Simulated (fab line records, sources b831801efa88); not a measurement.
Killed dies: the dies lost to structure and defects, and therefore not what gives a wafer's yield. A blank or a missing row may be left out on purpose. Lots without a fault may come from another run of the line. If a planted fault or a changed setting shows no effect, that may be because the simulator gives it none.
fab line records    flow sfq-line
record lots=7  wafers=21  last-day=86
route steps=325 shown M1@62 I1@73 M2@88
lots with no fault: from the same line, run without faults
start-h: hours from the record's opening day to when the first of the lot's shown wafers began    wait-h: hours elapsed since this lot's preceding step    " same as the row above    L1.1+2: one row covering several wafers at once    - either no value or no given start    * or withheld: withheld    < > ~ a bound
route shown NAME@n: NAME is a module with steps in the file, n the number in the route of the first one    usual: mean/standard deviation taken from wafers without a fault    same: alike in all rows    chamber/n: place in a boat    sites: per-site readings    _std_site: how widely they spread, as a standard deviation    _edge_site: the outer-site mean with the inner-site mean subtracted    radius-mm: for every site, how far away it sits from the centre of the wafer    mask NAME#n: copy n    behind: tool/chamber where the wafer was last shaped    hold: the reason the lot was held/the length of the hold in hours/how it ended    device: whichever transistor did not switch (one of n, p or np)    end of line: the same wafers' tests at the end of the route    a step without rows: its recipe alone    killed: dies lost to structure and defects at the first sort, not the wafer's yield    map: per-die view of a wafer (x killed, . not killed, _ where there is no die)
set.NAME: the run value of the setting; set.NAME@STEP: its run value at that earlier step    model.NAME: the simulator's own value behind a step, which no gauge read
lots at some steps of the route; a table a step, a row a wafer
services: from which hour (start-h, from the record's first day; less than 0 if before it) a tool's chamber was out of use, for how many hours, and why
## steps
# step SFQ_TRILAYER_M1_LITHO_COAT_044
# recipe resist=BARC  spin-rpm=3000  resist-thk-nm=62
# step SFQ_TRILAYER_M1_LITHO_COAT_039
# recipe resist=KrF  spin-rpm=3000  resist-thk-nm=600
# step SFQ_TRILAYER_M1_LITHO_SOFTBAKE_043
# recipe temp-c=withheld  time-s=withheld  resist=KrF
# step SFQ_TRILAYER_M1_LITHO_EXPOSE_040
# recipe mask-id=M1  na=0.6  source-shape=conventional  sigma-outer=0.65  target-cd-nm=500  dose-mj=14.4
# step SFQ_TRILAYER_M1_LITHO_PEB_042
# recipe peb-temp-c=115  peb-time-s=60  resist=KrF
# step SFQ_TRILAYER_M1_LITHO_DEVELOP_041
# recipe time-s=60  resist=KrF
# step SFQ_M1_OVL_MEAS_911
# usual M1_OVL=0/5.5
lot.wafer  tool        chamber  start-h  wait-h  M1_OVL[nm]
L967.2     overlay-02  -        341.77   0.1     2
L967.3     "           -        "        "       4
L967.5     "           -        "        "       9
L968.2     overlay-01  -        350.17   0.1     -2
L968.3     "           -        "        "       -1
L968.4     "           -        "        "       1
L974.1     overlay-01  -        423.89   0.1     2
L974.3     "           -        "        "       2
L974.6     "           -        "        "       7
L975.2     overlay-01  -        439.49   0.1     3
L975.3     "           -        "        "       -4
L975.6     "           -        "        "       1
L976.1     overlay-02  -        443.09   0.1     2
L976.3     "           -        "        "       3
L976.5     "           -        "        "       5
L981.1     overlay-01  -        473.09   0.1     2
L981.4     "           -        "        "       5
L981.6     "           -        "        "       0
L984.3     overlay-02  -        507.25   0.1     -5
L984.4     "           -        "        "       0
L984.6     "           -        "        "       1
# step SFQ_TRILAYER_M1_BARC_OPEN_METAL_ETCH_054
# recipe mask-material=PR  chemistry=O2  target-depth-nm=125  target=BARC  icp-w=600  bias-w=80  pressure-mtorr=10  time-s=41.7
# usual drypump-motor-current-A=5.53/0.18  oes-product-au=0.685/0.0043  rf-fwd-power-W=594.0/2.3
lot.wafer  tool          chamber  start-h  wait-h  drypump-motor-current-A  oes-product-au  rf-fwd-power-W  rf-hours-counter-h
L967.2     rie-metal-04  1        341.82   0.0     5.57                     0.686           597.3           -
L967.3     "             1        "        "       5.59                     0.684           596.1           -
L967.5     "             1        "        "       5.57                     0.681           593.3           -
L968.2     rie-metal-01  0        350.20   0.0     5.43                     0.678           593.4           131
L968.3     "             0        "        "       5.39                     0.687           593.8           -
L968.4     "             1        "        "       5.58                     0.681           594.4           -
L974.1     rie-metal-04  1        423.92   0.0     5.57                     0.688           595.5           124
L974.3     "             0        "        "       5.58                     0.685           594.6           -
L974.6     "             0        "        "       5.61                     0.690           594.5           -
L975.2     rie-metal-04  0        439.52   0.0     5.59                     0.686           597.9           15
L975.3     "             1        "        "       5.55                     0.689           596.3           -
L975.6     "             0        "        "       5.58                     0.688           596.1           -
L976.1     rie-metal-01  0        443.12   0.0     5.43                     0.683           594.3           149
L976.3     "             0        "        "       5.39                     0.681           597.8           -
L976.5     "             1        "        "       5.59                     0.688           593.1           -
L981.1     rie-metal-04  1        473.12   0.0     5.57                     0.683           597.4           132
L981.4     "             0        "        "       5.59                     0.686           595.8           -
L981.6     "             0        "        "       5.59                     0.685           595.5           -
L984.3     rie-metal-01  1        507.29   0.0     5.55                     0.691           592.4           -
L984.4     "             0        "        "       5.41                     0.680           595.0           -
L984.6     "             1        "        "       5.57                     0.687           591.4           -
# step SFQ_TRILAYER_M1_ETCH_METAL_ETCH_042
# recipe target=Nb  stop-on=SiO2  mask-material=PR  chemistry=Cl2/Ar  target-depth-nm=240  icp-w=600  bias-w=80  pressure-mtorr=10  time-s=120
# usual drypump-motor-current-A=5.53/0.18  oes-product-au=0.894/0.0078  rf-fwd-power-W=597.3/2.3
lot.wafer  tool          chamber  start-h  wait-h  drypump-motor-current-A  oes-product-au  rf-fwd-power-W  rf-hours-counter-h
L967.2     rie-metal-04  1        341.96   0.1     5.56                     0.887           596.1           -
L967.3     "             1        "        "       5.59                     0.888           600.8           -
L967.5     "             1        "        "       5.57                     0.900           597.3           -
L968.2     rie-metal-01  0        350.26   0.0     5.42                     0.894           597.0           131
L968.3     "             0        "        "       5.43                     0.900           598.0           -
L968.4     "             1        "        "       5.59                     0.902           596.5           -
L974.1     rie-metal-04  1        423.98   0.0     5.53                     0.891           595.9           124
L974.3     "             0        "        "       5.58                     0.915           597.7           -
L974.6     "             0        "        "       5.59                     0.891           598.6           -
L975.2     rie-metal-04  0        439.58   0.0     5.59                     0.903           596.0           15
L975.3     "             1        "        "       5.57                     0.901           600.1           -
L975.6     "             0        "        "       5.58                     0.904           597.6           -
L976.1     rie-metal-01  0        443.18   0.0     5.39                     0.895           597.9           149
L976.3     "             0        "        "       5.43                     0.903           598.9           -
L976.5     "             1        "        "       5.59                     0.901           597.9           -
L981.1     rie-metal-04  1        473.18   0.0     5.54                     0.883           601.3           132
L981.4     "             0        "        "       5.60                     0.893           597.3           -
L981.6     "             0        "        "       5.61                     0.882           597.4           -
L984.3     rie-metal-01  1        507.37   0.1     5.60                     0.895           599.8           -
L984.4     "             0        "        "       5.40                     0.896           596.5           -
L984.6     "             1        "        "       5.63                     0.885           599.9           -
# step SFQ_TRILAYER_M1_STRIP_STRIP_043
# recipe gas=O2  power-w=200  platen-temp-c=40  overash-fraction=0.65  chemistry=O2  pressure-mtorr=50
# step SFQ_TRILAYER_M1_STRIP_SOLV_CLEAN_044
# recipe chemistry=NMP  temp-c=70  time-s=600
# step SFQ_TRILAYER_I1_DEP_PECVD_045
# recipe material=SiO2  temp-c=150  time-s=111.11  pressure-torr=2.4  rf-w=183.3  precursor=SiH4/N2O  target-thk-nm=500
# usual chamber-pressure-Torr=2.399/0.0057  heater-power-outer-w=32/9.7  heater-power-w=88/16  rf-fwd-power-W=182.3/0.58  susceptor-temp-C=150.01/0.14  throttle-valve-pct=23.8/1.5
lot.wafer  tool      chamber  start-h  wait-h  chamber-pressure-Torr  heater-power-outer-w  heater-power-w  rf-fwd-power-W  susceptor-temp-C  throttle-valve-pct
L967.2     pecvd-03  1        343.54   0.0     2.396                  20                    67              183.1           149.89            22.3
L967.3     "         2        "        "       2.389                  52                    114             182.5           149.94            24.7
L967.5     "         1        "        "       2.401                  22                    69              182.9           150.03            22.6
L968.2     pecvd-04  2        351.16   0.0     2.401                  36                    100             182.8           150.12            26.7
L968.3     "         0        "        "       2.405                  28                    79              182.8           149.87            25.9
L968.4     "         0        "        "       2.397                  31                    83              183.0           150.14            25.9
L974.1     pecvd-03  0        424.90   0.0     -                      -                     -               -               -                 -
L974.3     "         2        "        "       -                      -                     -               -               -                 -
L974.6     "         1        "        "       -                      -                     -               -               -                 -
L975.2     pecvd-03  2        440.48   0.0     -                      -                     -               -               -                 -
L975.3     "         1        "        "       -                      -                     -               -               -                 -
L975.6     "         0        "        "       -                      -                     -               -               -                 -
L976.1     pecvd-03  1        444.11   0.0     -                      -                     -               -               -                 -
L976.3     "         0        "        "       -                      -                     -               -               -                 -
L976.5     "         0        "        "       -                      -                     -               -               -                 -
L981.1     pecvd-01  1        474.08   0.0     2.395                  22                    78              182.1           150.20            23.4
L981.4     "         2        "        "       2.397                  28                    80              182.2           150.00            22.8
L981.6     "         0        "        "       2.416                  34                    101             181.9           150.06            23.1
L984.3     pecvd-01  1        508.23   0.0     2.403                  15                    69              182.6           150.09            23.2
L984.4     "         0        "        "       2.399                  40                    111             182.2           149.99            23.2
L984.6     "         2        "        "       2.402                  32                    82              182.0           149.98            22.8
# step SFQ_TRILAYER_I1_CMP_CMP_046
# recipe material=SiO2  down-force-psi=3  platen-rpm=60  pad-velocity-m-s=0.94248
# usual motor-current-A=10.2/0.81  time-to-endpoint-s=215/8
lot.wafer  tool    chamber  start-h  wait-h  motor-current-A  time-to-endpoint-s
L967.2     cmp-01  0        344.12   0.5     8.8              209
L967.3     "       1        "        "       10.4             224
L967.5     "       3        345.62   2.0     10.0             214
L968.3     cmp-01  3        351.53   0.3     10.1             215
L968.4     "       1        352.53   1.3     11.1             226
L968.2     "       2        "        "       10.5             209
L974.3     cmp-01  2        429.98   5.0     10.5             -
L974.1     "       3        "        "       10.8             -
L974.6     "       0        "        "       8.7              -
L975.2     cmp-01  0        440.98   0.5     9.1              -
L975.3     "       3        442.48   2.0     10.9             -
L975.6     "       0        "        "       9.4              -
L976.1     cmp-01  3        447.48   3.3     10.7             -
L976.3     "       0        "        "       8.8              -
L976.5     "       3        449.48   5.3     10.3             -
L981.1     cmp-01  3        475.57   1.5     10.5             205
L981.4     "       2        477.07   2.9     10.9             210
L981.6     "       0        478.07   3.9     8.8              219
L984.3     cmp-01  3        510.11   1.8     11.0             214
L984.4     "       0        "        "       8.9              226
L984.6     "       0        512.61   4.3     9.6              218
# step SFQ_I1_BOW_MEAS_912
# recipe mode=bow
# usual I1_BOW=-1/6.6
lot.wafer  tool           chamber  start-h  wait-h  I1_BOW[um]
L967.2     film-metro-04  -        346.64   2.0     -1
L967.3     "              -        "        "       5
L967.5     "              -        "        "       -12
L968.2     film-metro-03  -        354.55   1.0     -14
L968.3     "              -        "        "       1
L968.4     "              -        "        "       9
L974.1     film-metro-03  -        431.98   1.0     5
L974.3     "              -        "        "       -10
L974.6     "              -        "        "       -7
L975.2     film-metro-02  -        444.00   2.5     3
L975.3     "              -        "        "       -6
L975.6     "              -        "        "       5
L976.1     film-metro-03  -        449.98   2.0     -3
L976.3     "              -        "        "       5
L976.5     "              -        "        "       -3
L981.1     film-metro-04  -        478.57   2.5     -8
L981.4     "              -        "        "       -1
L981.6     "              -        "        "       2
L984.3     film-metro-04  -        513.15   2.5     -13
L984.4     "              -        "        "       5
L984.6     "              -        "        "       -1
# step SFQ_TRILAYER_I1_METRO_MEASURE_047
lot.wafer   tool           chamber  start-h  wait-h
L967.2+3+5  film-metro-04  -        346.94   0.3
L968.2+3+4  film-metro-03  -        354.85   0.3
L974.1+3+6  film-metro-03  -        432.10   0.1
L975.2+3+6  film-metro-02  -        444.30   0.3
L976.1+3+5  film-metro-03  -        450.10   0.1
L981.1+4+6  film-metro-04  -        478.69   0.1
L984.3+4+6  film-metro-04  -        513.63   0.5
# step SFQ_TRILAYER_I1_VIA_LITHO_COAT_054
# recipe resist=BARC  spin-rpm=3000  resist-thk-nm=62
# step SFQ_TRILAYER_I1_VIA_LITHO_COAT_049
# recipe resist=KrF  spin-rpm=3000  resist-thk-nm=650
# step SFQ_TRILAYER_I1_VIA_LITHO_SOFTBAKE_053
# recipe temp-c=withheld  time-s=withheld  resist=KrF
# step SFQ_TRILAYER_I1_VIA_LITHO_EXPOSE_050
# recipe mask-id=I1  na=0.6  source-shape=conventional  sigma-outer=0.65  target-cd-nm=500  dose-mj=21.3
# step SFQ_TRILAYER_I1_VIA_LITHO_PEB_052
# recipe peb-temp-c=115  peb-time-s=60  resist=KrF
# step SFQ_TRILAYER_I1_VIA_LITHO_DEVELOP_051
# recipe time-s=60  resist=KrF
# step SFQ_I1_OVL_MEAS_913
# usual I1_OVL=-3/4.6
lot.wafer  tool        chamber  start-h  wait-h  I1_OVL[nm]
L967.2     overlay-01  -        372.62   0.1     4
L967.3     "           -        "        "       0
L967.5     "           -        "        "       -4
L968.2     overlay-02  -        378.62   0.1     -2
L968.3     "           -        "        "       -2
L968.4     "           -        "        "       -7
L974.1     overlay-01  -        446.20   0.1     -7
L974.3     "           -        "        "       -4
L974.6     "           -        "        "       -8
L975.2     overlay-01  -        459.40   0.1     -9
L975.3     "           -        "        "       -2
L975.6     "           -        "        "       -1
L976.1     overlay-02  -        466.60   0.1     1
L976.3     "           -        "        "       -3
L976.5     "           -        "        "       -10
L981.1     overlay-01  -        516.68   0.1     -3
L981.4     "           -        "        "       -5
L981.6     "           -        "        "       -9
L984.3     overlay-02  -        543.84   0.1     -4
L984.4     "           -        "        "       3
L984.6     "           -        "        "       2
# step SFQ_TRILAYER_I1_VIA_BARC_OPEN_VIA_ETCH_071
# recipe mask-material=PR  chemistry=O2  target-depth-nm=125  target=BARC  source-w=500  bias-w=80  pressure-mtorr=30  time-s=41.7
# step SFQ_TRILAYER_I1_VIA_ETCH_VIA_ETCH_052
# recipe target=SiO2  stop-on=Nb  mask-material=PR  taper-deg=20  chemistry=CHF3  target-depth-nm=260  source-w=500  bias-w=80  pressure-mtorr=30  time-s=withheld
# usual drypump-motor-current-A=5.8/0.49  oes-product-au=0.854/0.0053  rf-fwd-power-W=498.4/1.5
lot.wafer  tool         chamber  start-h  wait-h  drypump-motor-current-A  oes-product-au  rf-fwd-power-W  model.etch.depth-nm
L967.2     rie-diel-03  0        372.69   0.0     4.9                      0.863           499.2           200.6
L967.3     "            2        "        "       5.0                      0.861           499.2           200.1
L967.5     "            3        "        "       6.0                      0.853           498.1           199
L968.2     rie-diel-01  1        378.69   0.0     4.8                      0.854           496.7           199.4
L968.3     "            2        "        "       5.8                      0.857           497.9           199
L968.4     "            3        "        "       5.8                      0.848           497.3           200.3
L974.1     rie-diel-02  3        446.27   0.0     5.6                      0.380           497.4           0
L974.3     "            1        "        "       6.3                      0.376           499.6           0
L974.6     "            3        "        "       5.6                      0.380           496.8           0
L975.2     rie-diel-03  2        459.47   0.0     5.0                      0.372           496.1           0
L975.3     "            3        "        "       6.1                      0.371           497.3           0
L975.6     "            3        "        "       6.0                      0.369           498.2           0
L976.1     rie-diel-02  2        466.67   0.0     6.0                      0.369           499.4           0
L976.3     "            3        "        "       5.6                      0.375           499.7           0
L976.5     "            0        "        "       6.1                      0.379           501.0           0
L981.1     rie-diel-02  3        516.76   0.0     5.6                      0.843           498.6           197.2
L981.4     "            1        "        "       6.3                      0.848           501.6           198.8
L981.6     "            0        "        "       6.1                      0.852           500.8           199.6
L984.3     rie-diel-01  1        543.91   0.0     4.8                      0.852           497.4           199.8
L984.4     "            0        "        "       6.0                      0.858           499.7           199.2
L984.6     "            2        "        "       5.8                      0.856           494.3           200.1
# step SFQ_TRILAYER_I1_VIA_STRIP_STRIP_053
# recipe gas=O2  power-w=200  platen-temp-c=40  overash-fraction=0.65  chemistry=O2  pressure-mtorr=50
# step SFQ_TRILAYER_I1_VIA_STRIP_SOLV_CLEAN_054
# recipe chemistry=NMP  temp-c=70  time-s=600
# step SFQ_TRILAYER_M2_DEP_PRE_CLEAN_056
# recipe gas=Ar  time-s=22.5  bias-v=250
# step SFQ_TRILAYER_M2_DEP_SPUTTER_055
# recipe material=Nb  base-pressure-pa=1.33e-06  chamber-pressure-pa=0.1333  substrate-temp-c=20  resputter-cathode-voltage-v=400  target-thk-nm=200  power-w=2000  time-s=133.3
# step SFQ_M2_RS_MEAS_914
# recipe thk-meas-gauge=four-point-probe  reads=Nb_of_TRILAYER_M2_DEP_SPUTTER_055
# usual M2_NB_RS=0.888/0.01
lot.wafer  tool           chamber  start-h  wait-h  M2_NB_RS[ohm/sq]
L967.2     film-metro-03  -        373.74   0.1     0.895
L967.3     "              -        "        "       0.890
L967.5     "              -        "        "       0.880
L968.2     film-metro-03  -        379.72   0.1     0.880
L968.3     "              -        "        "       0.875
L968.4     "              -        "        "       0.870
L974.1     film-metro-04  -        447.28   0.0     0.893
L974.3     "              -        "        "       0.893
L974.6     "              -        "        "       0.887
L975.2     film-metro-04  -        460.50   0.1     0.886
L975.3     "              -        "        "       0.881
L975.6     "              -        "        "       0.885
L976.1     film-metro-03  -        467.88   0.0     0.877
L976.3     "              -        "        "       0.883
L976.5     "              -        "        "       0.881
L981.1     film-metro-04  -        517.76   0.0     0.884
L981.4     "              -        "        "       0.881
L981.6     "              -        "        "       0.894
L984.3     film-metro-03  -        544.95   0.1     0.891
L984.4     "              -        "        "       0.884
L984.6     "              -        "        "       0.884
# step SFQ_TRILAYER_M2_LITHO_COAT_062
# recipe resist=BARC  spin-rpm=3000  resist-thk-nm=62
# step SFQ_TRILAYER_M2_LITHO_COAT_057
# recipe resist=KrF  spin-rpm=3000  resist-thk-nm=600
# step SFQ_TRILAYER_M2_LITHO_SOFTBAKE_061
# recipe temp-c=withheld  time-s=withheld  resist=KrF
# step SFQ_TRILAYER_M2_LITHO_EXPOSE_058
# recipe mask-id=M2  na=0.6  source-shape=conventional  sigma-outer=0.65  target-cd-nm=500  dose-mj=14.4
# usual exposure-dose-mJ-cm2=14.399/0.012  focus-offset-nm=-0.1/0.54  sigma-outer=0.65/0
lot.wafer  tool            chamber  start-h  wait-h  mask  exposure-dose-mJ-cm2  focus-offset-nm  sigma-outer
L967.2     krf-scanner-01  0        390.52   -       M2#0  14.389                0.5              0.65
L967.3     "               0        "        "       M2#0  14.389                0.6              0.65
L967.5     "               0        "        "       M2#0  14.394                -0.1             0.65
L968.2     krf-scanner-01  0        396.52   -       M2#0  14.398                0.6              0.65
L968.3     "               0        "        "       M2#0  14.392                -0.1             0.65
L968.4     "               0        "        "       M2#0  14.404                0.3              0.65
L974.1     krf-scanner-01  -        460.30   -       M2#0  -                     -                -
L974.3     "               -        "        "       M2#0  -                     -                -
L974.6     "               -        "        "       M2#0  -                     -                -
L975.2     krf-scanner-01  -        475.00   -       M2#0  -                     -                -
L975.3     "               -        "        "       M2#0  -                     -                -
L975.6     "               -        "        "       M2#0  -                     -                -
L976.1     krf-scanner-01  -        500.78   -       M2#0  -                     -                -
L976.3     "               -        "        "       M2#0  -                     -                -
L976.5     "               -        "        "       M2#0  -                     -                -
L981.1     krf-scanner-01  0        552.71   -       M2#0  14.407                -0.3             0.65
L981.4     "               0        "        "       M2#0  14.378                -0.3             0.65
L981.6     "               0        "        "       M2#0  14.392                -0.4             0.65
L984.3     krf-scanner-01  0        579.51   -       M2#0  14.409                -0.4             0.65
L984.4     "               0        "        "       M2#0  14.394                -0.4             0.65
L984.6     "               0        "        "       M2#0  14.389                -0.5             0.65
# step SFQ_TRILAYER_M2_LITHO_PEB_060
# recipe peb-temp-c=115  peb-time-s=60  resist=KrF
# step SFQ_TRILAYER_M2_LITHO_DEVELOP_059
# recipe time-s=60  resist=KrF
# step SFQ_M2_OVL_MEAS_916
# usual M2_OVL=1/4.6
lot.wafer  tool        chamber  start-h  wait-h  M2_OVL[nm]
L967.2     overlay-02  -        391.82   0.1     -3
L967.3     "           -        "        "       -4
L967.5     "           -        "        "       6
L968.2     overlay-01  -        397.82   0.1     5
L968.3     "           -        "        "       0
L968.4     "           -        "        "       -2
L974.1     overlay-01  -        461.80   0.1     -
L974.3     "           -        "        "       -
L974.6     "           -        "        "       -
L975.2     overlay-02  -        476.30   0.1     -
L975.3     "           -        "        "       -
L975.6     "           -        "        "       -
L976.1     overlay-02  -        502.28   0.1     -
L976.3     "           -        "        "       -
L976.5     "           -        "        "       -
L981.1     overlay-02  -        554.21   0.1     -1
L981.4     "           -        "        "       -1
L981.6     "           -        "        "       1
L984.3     overlay-02  -        580.62   0.1     -2
L984.4     "           -        "        "       7
L984.6     "           -        "        "       -3
# step SFQ_TRILAYER_M2_BARC_OPEN_METAL_ETCH_077
# recipe mask-material=PR  chemistry=O2  target-depth-nm=125  target=BARC  icp-w=600  bias-w=80  pressure-mtorr=10  time-s=41.7
# usual drypump-motor-current-A=5.53/0.21  oes-product-au=0.685/0.0044  rf-fwd-power-W=594/3.1
lot.wafer  tool          chamber  start-h  wait-h  drypump-motor-current-A  oes-product-au  rf-fwd-power-W  rf-hours-counter-h
L967.2     rie-metal-02  1        391.85   0.0     5.83                     0.688           594             93
L967.3     "             0        "        "       5.21                     0.681           591             -
L967.5     "             0        "        "       5.21                     0.686           591             -
L968.2     rie-metal-01  0        397.85   0.0     5.44                     0.694           594             140
L968.3     "             1        "        "       5.52                     0.690           596             -
L968.4     "             0        "        "       5.40                     0.686           593             -
L974.1     rie-metal-02  0        461.83   0.0     5.22                     0.685           591             117
L974.3     "             0        "        "       5.21                     0.692           589             -
L974.6     "             1        "        "       5.81                     0.691           594             -
L975.2     rie-metal-04  0        476.33   0.0     5.59                     0.683           593             21
L975.3     "             0        "        "       5.60                     0.689           597             -
L975.6     "             1        "        "       5.60                     0.675           594             -
L976.1     rie-metal-02  1        502.32   0.0     5.81                     0.688           596             112
L976.3     "             0        "        "       5.20                     0.686           590             -
L976.5     "             1        "        "       5.83                     0.673           597             -
L981.1     rie-metal-04  0        554.24   0.0     5.59                     0.677           595             35
L981.4     "             0        "        "       5.59                     0.684           595             -
L981.6     "             0        "        "       5.60                     0.688           593             -
L984.3     rie-metal-01  1        580.66   0.0     5.57                     0.683           597             -
L984.4     "             0        "        "       5.42                     0.683           596             -
L984.6     "             0        "        "       5.40                     0.686           595             -
# step SFQ_TRILAYER_M2_ETCH_METAL_ETCH_060
# recipe target=Nb  stop-on=SiO2  mask-material=PR  chemistry=Cl2/Ar  target-depth-nm=240  icp-w=600  bias-w=80  pressure-mtorr=10  time-s=120
# usual drypump-motor-current-A=5.53/0.21  oes-product-au=0.894/0.0069  rf-fwd-power-W=597.2/2.4
lot.wafer  tool          chamber  start-h  wait-h  drypump-motor-current-A  oes-product-au  rf-fwd-power-W  rf-hours-counter-h  model.M2.cd-nm
L967.2     rie-metal-02  1        391.91   0.0     5.82                     0.892           597.9           93                  499.1
L967.3     "             0        "        "       5.22                     0.893           595.2           -                   503.9
L967.5     "             0        "        "       5.23                     0.902           593.0           -                   505.6
L968.2     rie-metal-01  0        397.91   0.0     5.41                     0.896           599.5           140                 498.3
L968.3     "             1        "        "       5.60                     0.901           596.0           -                   495.5
L968.4     "             0        "        "       5.41                     0.904           597.5           -                   498.4
L974.1     rie-metal-02  0        461.89   0.0     5.23                     0.885           593.5           117                 2.891
L974.3     "             0        "        "       5.21                     0.892           596.1           -                   2.079
L974.6     "             1        "        "       5.82                     0.899           595.0           -                   -
L975.2     rie-metal-04  0        476.39   0.0     5.59                     0.889           603.5           21                  -
L975.3     "             0        "        "       5.59                     0.903           598.6           -                   -
L975.6     "             1        "        "       5.57                     0.887           598.8           -                   -
L976.1     rie-metal-02  1        502.38   0.0     5.81                     0.905           594.4           112                 -
L976.3     "             0        "        "       5.23                     0.892           592.5           -                   -
L976.5     "             1        "        "       5.82                     0.894           597.0           -                   -
L981.1     rie-metal-04  0        554.30   0.0     5.56                     0.891           596.7           35                  498.3
L981.4     "             0        "        "       5.59                     0.896           598.6           -                   499.4
L981.6     "             0        "        "       5.57                     0.897           596.9           -                   499.3
L984.3     rie-metal-01  1        580.74   0.1     5.57                     0.897           596.3           -                   496.2
L984.4     "             0        "        "       5.42                     0.899           597.2           -                   500.9
L984.6     "             0        "        "       5.38                     0.897           595.5           -                   500.7
# step SFQ_TRILAYER_M2_STRIP_STRIP_061
# recipe gas=O2  power-w=200  platen-temp-c=40  overash-fraction=0.65  chemistry=O2  pressure-mtorr=50
# usual drypump-motor-current-A=5.53/0.21  oes-product-au=0.998/0.01
# same overash-fraction=0.65
lot.wafer  tool          chamber  start-h  wait-h  drypump-motor-current-A  oes-product-au  rf-hours-counter-h
L967.2     rie-metal-02  1        392.04   0.1     5.82                     1.016           93
L967.3     "             0        "        "       5.23                     1.010           -
L967.5     "             0        "        "       5.22                     1.005           -
L968.2     rie-metal-01  0        398.04   0.1     5.42                     1.002           140
L968.3     "             1        "        "       5.57                     1.014           -
L968.4     "             0        "        "       5.42                     0.999           -
L974.1     rie-metal-02  0        462.02   0.1     5.21                     0.995           118
L974.3     "             0        "        "       5.21                     0.994           -
L974.6     "             1        "        "       5.83                     1.000           -
L975.2     rie-metal-04  0        476.52   0.1     5.59                     1.000           21
L975.3     "             0        "        "       5.56                     0.995           -
L975.6     "             1        "        "       5.55                     0.982           -
L976.1     rie-metal-02  1        502.50   0.1     5.82                     0.995           112
L976.3     "             0        "        "       5.20                     0.989           -
L976.5     "             1        "        "       5.82                     0.992           -
L981.1     rie-metal-04  0        554.43   0.1     5.59                     0.991           35
L981.4     "             0        "        "       5.61                     0.990           -
L981.6     "             0        "        "       5.58                     0.991           -
L984.3     rie-metal-01  1        581.03   0.2     5.58                     1.014           -
L984.4     "             0        "        "       5.42                     1.001           -
L984.6     "             0        "        "       5.39                     0.997           -
## services
tool            chamber  start-h  hours  kind
rie-metal-04    -        343.37   2.8    pm
rie-metal-04    -        348.70   2.5    repair
rie-metal-04    -        363.28   0.5    repair
krf-scanner-01  -        365.57   0.8    pm
rie-metal-02    -        367.95   0.2    repair
krf-scanner-01  -        384.69   0.2    repair
rie-metal-04    0        400.38   4.2    repair
pecvd-03        -        404.63   1.4    repair
pecvd-03        1        405.20   6.2    repair
cmp-01          -        428.46   0.5    repair
rie-metal-02    -        446.38   1.4    pm
rie-metal-04    -        446.86   6.7    repair
krf-scanner-01  -        467.50   1.3    pm
rie-metal-02    -        477.06   2.8    pm
krf-scanner-01  -        479.60   1.0    pm
krf-scanner-01  -        480.15   15.8   repair
rie-metal-02    -        492.57   2.2    repair
cmp-01          -        524.39   1.4    repair
krf-scanner-01  -        534.38   0.8    pm
krf-scanner-01  -        547.13   4.4    pm
rie-metal-01    1        549.42   3.4    repair
cmp-01          -        576.16   4.0    pm
rie-metal-02    -        580.08   14.6   pm
rie-metal-04    1        580.87   3.0    repair
## key
first-sign step=SFQ_TRILAYER_I1_DEP_PECVD_045  reading=tool-record  direction=missing
effect step=SFQ_TRILAYER_I1_VIA_ETCH_VIA_ETCH_052  reading=oes-product-au  direction=down  sigmas=91  usual=0.854  struck=0.375
effect step=SFQ_TRILAYER_M2_LITHO_EXPOSE_058  reading=tool-record  direction=missing
effect step=SFQ_M2_OVL_MEAS_916  reading=M2_OVL  direction=missing
model-effect step=SFQ_TRILAYER_I1_VIA_ETCH_VIA_ETCH_052  value=etch.depth-nm  without=198.2  struck=0
model-effect step=SFQ_TRILAYER_M2_ETCH_METAL_ETCH_060  value=M2.cd-nm  without=502.3  struck=2.485
met-at SFQ_TRILAYER_I1_DEP_PECVD_045
struck-wafers L974.1,L974.3,L974.6,L975.2,L975.3,L975.6,L976.1,L976.3,L976.5
onset-between 343.54 424.90
fault kind=skipped-step-whole  tool=pecvd-03  chamber=-  onset-h=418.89  steps=SFQ_TRILAYER_I1_DEP_PECVD_045  scope=struck-lots-only
